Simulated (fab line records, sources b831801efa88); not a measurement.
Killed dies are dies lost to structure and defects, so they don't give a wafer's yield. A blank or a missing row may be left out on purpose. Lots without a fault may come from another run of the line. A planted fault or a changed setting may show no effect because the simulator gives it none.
One fault seen from 2 desks | flow sky130 | each desk has only its own numbers; what lay behind them comes last

THE TOOL OWNER'S DESK: implanter-04
The tool's own readings at SKY_GATE_OXIDE_IMPLANT_11: means of the sampled wafers that have a number, for each lot that ran on this tool. A lot is out of limits, marked OUT, if its mean lies more than 4 standard deviations from the usual mean; the brackets give that distance.
Columns: A = beam_energy_keV at SKY_GATE_OXIDE_IMPLANT_11, usual 10.000; B = dose_ions_cm2 at SKY_GATE_OXIDE_IMPLANT_11, usual 2.5995e+12; C = faraday_current_uA at SKY_GATE_OXIDE_IMPLANT_11, usual 14.67
lot  | first seen here | A      | B                            | C
L669 | day 13 23:05    | 10.003 | 2.5990e+12                   | 14.41
L670 | day 14 07:19    | 10.000 | 2.5988e+12                   | 14.73
L671 | day 14 12:08    | 9.996  | 2.5988e+12                   | 14.78
L683 | day 18 18:04    | 10.001 | 4.2837e+12 (+99 or more) OUT | 24.11 (+33) OUT
L684 | day 19 06:32    | 9.998  | 4.2878e+12 (+99 or more) OUT | 23.90 (+32) OUT
L692 | day 21 19:23    | 9.999  | 2.6002e+12                   | 14.42
This desk's finding: out of limits on L683, L684; first on L683, day 18 18:04 (dose_ions_cm2 at SKY_GATE_OXIDE_IMPLANT_11). In limits: L669, L670, L671, L692.

THE METROLOGY DESK
What the gauges read, lot by lot, whatever tool the lot ran on: means of the sampled wafers that have a number. A lot is out of limits, marked OUT, if its mean lies more than 4 standard deviations from the usual mean; the brackets give that distance.
Columns: A = cd_nm at SKY_VT_ADJUST_HVTR_CD_MEAS_07, usual 380.4 nm; B = GATE_OXIDE_OXIDATION_00_THK at SKY_GATE_OXIDE_THK_MEAS_02, usual 10.28 nm; C = GATE_OXIDE_TW at SKY_GATE_OXIDE_TW_MEAS_14, usual 223.6; D = cd_nm at SKY_POLY_GATE_CD_MEAS_13, usual 150.1 nm
lot  | first seen here | A     | B     | C               | D
L669 | day 9 11:54     | 381.3 | 10.48 | 226.9           | 150.6
L670 | day 9 20:37     | 381.5 | 10.42 | 225.5           | 149.0
L671 | day 10 01:11    | 381.0 | 10.56 | 222.5           | 150.8
L672 | day 10 05:02    | 378.9 | 9.97  | 224.1           | 150.0
L674 | day 10 23:41    | 384.4 | 10.21 | 223.7           | 150.7
L675 | day 11 04:40    | 384.3 | 10.39 | 224.6           | 148.9
L677 | day 11 21:11    | 382.9 | 10.55 | 227.3           | 151.4
L683 | day 13 15:52    | 379.6 | 10.04 | 259.4 (+16) OUT | 148.4
L684 | day 14 02:05    | 379.8 | 10.32 | 257.4 (+15) OUT | 149.9
L689 | day 15 09:20    | 381.1 | 10.27 | 226.5           | 150.3
L690 | day 15 19:07    | 382.2 | 10.27 | 221.2           | 152.2
L691 | day 16 06:30    | 377.5 | 10.40 | 221.5           | 150.8
L692 | day 16 10:35    | 379.3 | 10.50 | 224.7           | 148.2
This desk's finding: out of limits on L683, L684; first on L683, day 18 18:25 (GATE_OXIDE_TW at SKY_GATE_OXIDE_TW_MEAS_14). In limits: L669, L670, L671, L672, L674, L675, L677, L689, L690, L691, L692.

PUT TOGETHER
The tool owner's desk could have raised an alarm at day 18 18:04, on L683, L684.
The metrology desk could have raised an alarm at day 18 18:25, on L683, L684.
Of the lots named, all ran SKY_GATE_OXIDE_IMPLANT_11 on implanter-04.

WHAT THE SIMULATOR HAD PUT IN
Process parameter drift: implanter-04, from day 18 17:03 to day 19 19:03, at SKY_GATE_OXIDE_IMPLANT_11. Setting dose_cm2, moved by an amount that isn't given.
Lots struck among those shown: L683, L684.
Hours from the fault's start to each desk's first reading out of limits: the tool owner's desk, 1; the metrology desk, 1.
